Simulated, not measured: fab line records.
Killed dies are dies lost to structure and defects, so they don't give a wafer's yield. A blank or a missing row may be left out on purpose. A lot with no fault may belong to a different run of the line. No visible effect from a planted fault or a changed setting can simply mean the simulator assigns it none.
Chamber matching | flow gf180mcu | GF_V5_CVD_02 on pecvd-01 has 3 sister chambers
The step deposits SiO2 from TEOS, target thk 1450 nm, time 163.28 s. 20 wafers are shown with their chamber, then 10 later ones without.

== EACH WAFER AND ITS CHAMBER ==
wafer  | chamber | heaterPowerW (W)
L075.4 | 1       | 556
L075.5 | 0       | 550
L075.6 | 2       | 708
L077.1 | 0       | 664
L077.4 | 1       | 688
L077.6 | 2       | 574
L080.2 | 1       | 588
L080.4 | 1       | 683
L080.5 | 2       | 734
L085.4 | 0       | 549
L085.5 | 1       | 691
L085.6 | 2       | 572
L084.1 | 2       | 666
L084.2 | 0       | 695
L084.3 | 1       | 622
L084.4 | 1       | 680
L084.5 | 2       | 715
L084.6 | 0       | 542
L089.2 | 0       | 648
L089.3 | 1       | 613

SIGNATURES (means of the wafers above)
reading      | chamber 0 | chamber 1 | chamber 2 | scatter within a chamber
heaterPowerW | 608.00    | 640.12    | 661.50    | 63.5
Rule: a wafer lies at a distance from a chamber equal to the root of the sum of squares, over the readings, of (its reading less the chamber's mean, divided by the reading's scatter). The wafer belongs to the nearest chamber; if the next one is less than 2 further off, it can't be placed. How the scatter is found: for the shown wafers, subtract from each reading the mean of its chamber, square and add these, divide the total by (wafers less chambers), then take the root.

== WAFERS MISSING THEIR CHAMBER ==
wafer  | heaterPowerW (W)
L089.6 | 584
L094.1 | 656
L094.2 | 740
L094.3 | 581
L095.1 | 685
L095.2 | 614
L095.6 | 653
L097.1 | 710
L097.4 | 676
L097.5 | 577

== THE CHAMBER EACH PASSED THROUGH ==
wafer  | from the rows above          | in truth
L089.6 | can't be placed: 0 or 1 or 2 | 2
L094.1 | can't be placed: 2 or 1 or 0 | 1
L094.2 | can't be placed: 2 or 1 or 0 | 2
L094.3 | can't be placed: 0 or 1 or 2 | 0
L095.1 | can't be placed: 2 or 1 or 0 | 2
L095.2 | can't be placed: 0 or 1 or 2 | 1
L095.6 | can't be placed: 2 or 1 or 0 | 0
L097.1 | can't be placed: 2 or 1 or 0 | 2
L097.4 | can't be placed: 2 or 1 or 0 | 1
L097.5 | can't be placed: 0 or 1 or 2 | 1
Placed correctly: 0 of 10. These rows do not allow placing 10 (true chamber among the candidates in 10). Placed wrongly: 0.
